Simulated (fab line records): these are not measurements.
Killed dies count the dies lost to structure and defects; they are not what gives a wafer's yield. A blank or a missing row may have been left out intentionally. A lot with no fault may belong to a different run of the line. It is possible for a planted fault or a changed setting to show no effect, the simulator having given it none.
fab line records | flow gf180mcu | part 2 of 2: steps 32 to 43 of 43
[record] lots = 5 | wafers = 15 | last_day = 33
route steps=602 shown V3@454 M4@456 V4@476
lots with no fault: from the same line, run without faults
start_h: hours from the record's opening day to when the first of the lot's shown wafers began | wait_h: how many hours have passed since the lot's step before this one | " same as the row above | L1.1+2: one row covering several wafers at once | - either no value or no given start | * or withheld: withheld | < > ~ a bound
route shown NAME@n: names a module that has steps shown in the file, with the first one's number in the route | usual: average and standard deviation across the fault-free wafers | same: alike in all rows | chamber/n: place in a boat | sites: the reading at each site | _std_site: standard deviation across them | _edge_site: the outer-site mean with the inner-site mean subtracted | radius_mm: for every site, how far away it sits from the centre of the wafer | mask NAME#n: copy n | behind: tool/chamber where the wafer was last shaped | hold: reason for holding the lot/hours on hold/outcome of the hold | device: the transistor (n, p or np) that didn't switch | end of line: the tests these same wafers got at the end of their route | for a step that has no rows: nothing shown but its recipe | killed: not the wafer's yield, but the dies lost to structure and defects at the first sort | map: the dies of a wafer, with x for killed, . for not killed, _ for no die there
set.NAME: the setting that was run; set.NAME@STEP: the one run at that earlier step | model.NAME: the simulator's own value behind a step, which no gauge read
lots at selected steps of the route; one table per step, one row per wafer
services: a tool's chamber out of use, with start hour (start_h, from the record's first day; less than 0 if before it), hours out, and reason
[[steps]]
[step GF_V4_COAT_09]
[recipe] resist = KrF | spin_rpm = withheld | resist_thk_nm = 1000
lot.wafer  | tool           | chamber | start_h | wait_h
L077.1+4+5 | litho_track-01 | 0       | -       | -
L079.2+5+6 | litho_track-01 | 0       | -       | -
L080.2+5+6 | litho_track-01 | 0       | -       | -
L081.2+4+5 | litho_track-01 | 0       | -       | -
L089.1+3+4 | litho_track-02 | 0       | -       | -
[step GF_V4_SOFTBAKE_10]
[recipe] temp_c = 130 | time_s = 60 | resist = KrF
lot.wafer  | tool           | chamber | start_h | wait_h
L077.1+4+5 | litho_track-01 | 0       | -       | -
L079.2+5+6 | litho_track-01 | 0       | -       | -
L080.2+5+6 | litho_track-01 | 0       | -       | -
L081.2+4+5 | litho_track-01 | 0       | -       | -
L089.1+3+4 | litho_track-02 | 0       | -       | -
[step GF_V4_EXPOSE_11]
[recipe] mask_id = Via4 | target_cd_nm = 260 | na = 0.68 | source_shape = conventional | sigma_outer = 0.6 | dose_mj = 38
lot.wafer  | tool           | chamber | start_h | wait_h | mask
L077.1+4+5 | krf_scanner-02 | 0       | -       | -      | Via4#0
L079.2+5+6 | krf_scanner-01 | 0       | -       | -      | Via4#0
L080.2+5+6 | krf_scanner-01 | 0       | -       | -      | Via4#0
L081.2+4+5 | krf_scanner-01 | 0       | -       | -      | Via4#0
L089.1+3+4 | krf_scanner-02 | 0       | -       | -      | Via4#0
[step GF_V4_PEB_12]
[recipe] peb_temp_c = 135 | peb_time_s = 90 | resist = KrF
lot.wafer  | tool           | chamber | start_h | wait_h
L077.1+4+5 | litho_track-02 | 0       | -       | -
L079.2+5+6 | litho_track-01 | 0       | -       | -
L080.2+5+6 | litho_track-02 | 0       | -       | -
L081.2+4+5 | litho_track-04 | 0       | -       | -
L089.1+3+4 | litho_track-02 | 0       | -       | -
[step GF_V4_DEVELOP_13]
[recipe] develop_time_s = 60 | resist = KrF | dev_temp_c = 21
lot.wafer  | tool           | chamber | start_h | wait_h
L077.1+4+5 | litho_track-02 | 0       | 596.36  | 0.2
L079.2+5+6 | litho_track-01 | 0       | 613.52  | 0.2
L080.2+5+6 | litho_track-02 | 0       | 632.88  | 0.2
L081.2+4+5 | litho_track-04 | 0       | 633.91  | 0.2
L089.1+3+4 | litho_track-02 | 0       | 685.56  | 0.2
[step GF_V4_CD_MEAS_14]
[recipe] target_cd_nm = 260
[usual] cd_nm = 260.1/1.2
lot.wafer | tool      | chamber | start_h | wait_h | cd_nm
L077.1    | cd_sem-02 | -       | 596.51  | 0.1    | 260.8
L077.4    | "         | -       | "       | "      | 260.1
L077.5    | "         | -       | "       | "      | 259.9
L079.2    | cd_sem-01 | -       | 613.67  | 0.1    | 263.2
L079.5    | "         | -       | "       | "      | 262.7
L079.6    | "         | -       | "       | "      | 263.1
L080.2    | cd_sem-02 | -       | 633.03  | 0.1    | 260.2
L080.5    | "         | -       | "       | "      | 260.1
L080.6    | "         | -       | "       | "      | 259.0
L081.2    | cd_sem-01 | -       | 634.06  | 0.1    | 261.0
L081.4    | "         | -       | "       | "      | 260.4
L081.5    | "         | -       | "       | "      | 259.4
L089.1    | cd_sem-01 | -       | 685.71  | 0.1    | 260.2
L089.3    | "         | -       | "       | "      | 259.0
L089.4    | "         | -       | "       | "      | 259.3
[step GF_V4_OVL_MEAS_15]
[usual] V4_OVL = 5/5.3
lot.wafer | tool       | chamber | start_h | wait_h | V4_OVL[nm]
L077.1    | overlay-02 | -       | 596.63  | 0.1    | 8
L077.4    | "          | -       | "       | "      | 9
L077.5    | "          | -       | "       | "      | 4
L079.2    | overlay-02 | -       | 613.77  | 0.1    | 4
L079.5    | "          | -       | "       | "      | 0
L079.6    | "          | -       | "       | "      | 0
L080.2    | overlay-02 | -       | 633.13  | 0.1    | 7
L080.5    | "          | -       | "       | "      | 5
L080.6    | "          | -       | "       | "      | -4
L081.2    | overlay-01 | -       | 634.16  | 0.1    | 7
L081.4    | "          | -       | "       | "      | 6
L081.5    | "          | -       | "       | "      | 10
L089.1    | overlay-02 | -       | 685.83  | 0.1    | 10
L089.3    | "          | -       | "       | "      | 7
L089.4    | "          | -       | "       | "      | 4
[step GF_V4_ETCH_16]
[recipe] chemistry = N2/H2 | target_depth_a = withheld | overetch_a = withheld | time_s = withheld | target = BARC | ion_energy_ev = 200 | source_w = 500 | bias_w = 100 | pressure_mtorr = 30 | n2_flow_sccm = 100 | h2_flow_sccm = 200
[usual] drypump_motor_current_A = 5.8/0.48 | oes_product_au = 0.855/0.0043 | throttle_valve_pct = 13.226/0.009
lot.wafer | tool        | chamber | start_h | wait_h | drypump_motor_current_A | oes_product_au | throttle_valve_pct
L077.1    | rie_diel-01 | 2       | 596.66  | 0.0    | 5.5                     | 0.860          | 13.223
L077.4    | "           | 3       | "       | "      | 5.7                     | 0.868          | 13.246
L077.5    | "           | 0       | "       | "      | 5.3                     | 0.849          | 13.217
L079.2    | rie_diel-03 | 2       | 613.80  | 0.0    | 5.8                     | 0.857          | 13.211
L079.5    | "           | 2       | "       | "      | 5.7                     | 0.863          | 13.206
L079.6    | "           | 3       | "       | "      | 6.4                     | 0.855          | 13.231
L080.2    | rie_diel-03 | 0       | 633.16  | 0.0    | 5.4                     | 0.857          | 13.233
L080.5    | "           | 0       | "       | "      | 5.4                     | 0.852          | 13.218
L080.6    | "           | 1       | "       | "      | 5.7                     | 0.846          | 13.227
L081.2    | rie_diel-04 | 2       | 634.19  | 0.0    | 6.5                     | 0.859          | 13.225
L081.4    | "           | 0       | "       | "      | 6.7                     | 0.855          | 13.232
L081.5    | "           | 0       | "       | "      | 6.7                     | 0.851          | 13.238
L089.1    | rie_diel-04 | 2       | 685.86  | 0.0    | 6.5                     | 0.858          | 13.220
L089.3    | "           | 0       | "       | "      | 6.7                     | 0.859          | 13.220
L089.4    | "           | 1       | "       | "      | 5.0                     | 0.849          | 13.229
[step GF_V4_ETCH_17]
[recipe] chemistry = C4F8/O2/Ar | mask_material = KrF | target = SiO2 | stop_on = TiN | source_w = 1500 | bias_w = 1200 | pressure_mtorr = 40 | c4f8_flow_sccm = withheld | O2_flow_sccm = 6 | Ar_flow_sccm = 300 | time_s = withheld | target_depth_a = 6300
[usual] oes_product_au = 0.857/0.0043
lot.wafer | tool        | chamber | start_h | wait_h | oes_product_au
L077.1    | rie_diel-01 | 2       | -       | -      | 0.859
L077.4    | "           | 3       | "       | "      | 0.847
L077.5    | "           | 0       | "       | "      | 0.853
L079.2    | rie_diel-03 | 2       | -       | -      | 0.851
L079.5    | "           | 2       | "       | "      | 0.865
L079.6    | "           | 3       | "       | "      | 0.859
L080.2    | rie_diel-03 | 0       | -       | -      | 0.859
L080.5    | "           | 0       | "       | "      | 0.855
L080.6    | "           | 1       | "       | "      | 0.858
L081.2    | rie_diel-04 | 2       | -       | -      | 0.852
L081.4    | "           | 0       | "       | "      | 0.859
L081.5    | "           | 0       | "       | "      | 0.852
L089.1    | rie_diel-04 | 2       | -       | -      | 0.857
L089.3    | "           | 0       | "       | "      | 0.855
L089.4    | "           | 1       | "       | "      | 0.863
[step GF_V4_STRIP_18]
[recipe] chemistry = O2/N2 | power_w = 1400 | pressure_mtorr = 1500 | platen_temp_c = 250 | o2_flow_sccm = 3000 | n2_flow_sccm = 300 | overash_fraction = 0.5
[usual] drypump_motor_current_A = 5.7/0.37 | heater_power_w = 343/46 | o2_flow_sccm = 3000/8.8 | oes_product_au = 0.593/0.0046
lot.wafer | tool            | chamber | start_h | wait_h | drypump_motor_current_A | heater_power_w | o2_flow_sccm | oes_product_au | rf_hours_counter_h
L077.1    | plasma_asher-03 | 1       | 596.79  | -      | 5.8                     | 375            | 2996         | 0.593          | 50
L077.4    | "               | 0       | "       | "      | 5.8                     | 325            | 3018         | 0.592          | -
L077.5    | "               | 1       | "       | "      | 5.8                     | 377            | 3002         | 0.593          | -
L079.2    | plasma_asher-01 | 0       | 613.93  | -      | 6.2                     | 388            | 3006         | 0.596          | 102
L079.5    | "               | 0       | "       | "      | 6.2                     | 381            | 3001         | 0.598          | -
L079.6    | "               | 1       | "       | "      | 5.3                     | 268            | 3006         | 0.588          | -
L080.2    | plasma_asher-01 | 1       | 633.29  | -      | 5.3                     | 271            | 2990         | 0.600          | 104
L080.5    | "               | 0       | "       | "      | 6.2                     | 384            | 2996         | 0.586          | -
L080.6    | "               | 1       | "       | "      | 5.3                     | 271            | 2992         | 0.585          | -
L081.2    | plasma_asher-03 | 1       | 634.32  | -      | 5.8                     | 367            | 3019         | 0.585          | 54
L081.4    | "               | 0       | "       | "      | 5.9                     | 318            | 2990         | 0.591          | -
L081.5    | "               | 1       | "       | "      | 5.8                     | 381            | 3005         | 0.585          | -
L089.1    | plasma_asher-01 | 0       | 685.99  | -      | 6.2                     | 392            | 2999         | 0.599          | 110
L089.3    | "               | 1       | "       | "      | 5.3                     | 269            | 3002         | 0.591          | -
L089.4    | "               | 0       | "       | "      | 6.2                     | 385            | 2995         | 0.594          | -
[step GF_V4_STRIP_19]
[recipe] chemistry = post_etch_residue_remover | time_s = 1200 | temp_c = 72.5
lot.wafer  | tool         | chamber | start_h | wait_h
L077.1+4+5 | wet_bench-02 | 2       | 596.89  | 0.1
L079.2+5+6 | wet_bench-03 | 2       | 614.03  | 0.1
L080.2+5+6 | wet_bench-02 | 2       | 633.39  | 0.1
L081.2+4+5 | wet_bench-02 | 3       | 634.42  | 0.1
L089.1+3+4 | wet_bench-02 | 3       | 686.09  | 0.1
[step GF_V4_CLEAN_20]
[recipe] chemistry = DIW | dry = n2_spin
lot.wafer  | tool         | chamber | start_h | wait_h
L077.1+4+5 | wet_bench-03 | 0       | 597.23  | 0.0
L079.2+5+6 | wet_bench-02 | 2       | 614.37  | 0.0
L080.2+5+6 | wet_bench-01 | 0       | 633.80  | 0.0
L081.2+4+5 | wet_bench-03 | 0       | 634.83  | 0.0
L089.1+3+4 | wet_bench-01 | 2       | 686.43  | 0.0
[[services]]
tool            | chamber | start_h | hours | kind
pecvd-04        | 2       | 535.03  | 5.7   | repair
krf_scanner-01  | -       | 536.94  | 1.3   | pm
hdpcvd-02       | -       | 539.25  | 15.0  | pm
krf_scanner-02  | -       | 539.78  | 0.8   | pm
plasma_asher-01 | -       | 541.83  | 3.3   | repair
rie_diel-03     | 2       | 558.76  | 6.7   | repair
krf_scanner-01  | -       | 561.70  | 1.0   | pm
krf_scanner-02  | -       | 563.14  | 1.0   | pm
cmp-01          | -       | 572.26  | 0.3   | repair
cmp-02          | -       | 572.51  | 4.0   | pm
plasma_asher-01 | -       | 584.26  | 3.4   | repair
pvd_sputter-02  | -       | 600.21  | 3.1   | repair
krf_scanner-02  | -       | 602.03  | 10.1  | repair
wet_bench-01    | -       | 602.85  | 2.7   | repair
rie_diel-04     | 0       | 612.49  | 2.7   | repair
rie_diel-03     | 2       | 635.24  | 3.0   | repair
cmp-02          | -       | 636.89  | 0.7   | repair
rie_diel-03     | 1       | 638.77  | 4.5   | repair
krf_scanner-02  | -       | 653.60  | 1.3   | pm
cmp-02          | -       | 654.53  | 6.6   | pm
rie_diel-04     | 1       | 665.92  | 9.0   | repair
wet_bench-02    | -       | 672.14  | 4.8   | repair
krf_scanner-01  | -       | 674.11  | 0.8   | pm
pvd_sputter-02  | -       | 678.66  | 1.8   | repair
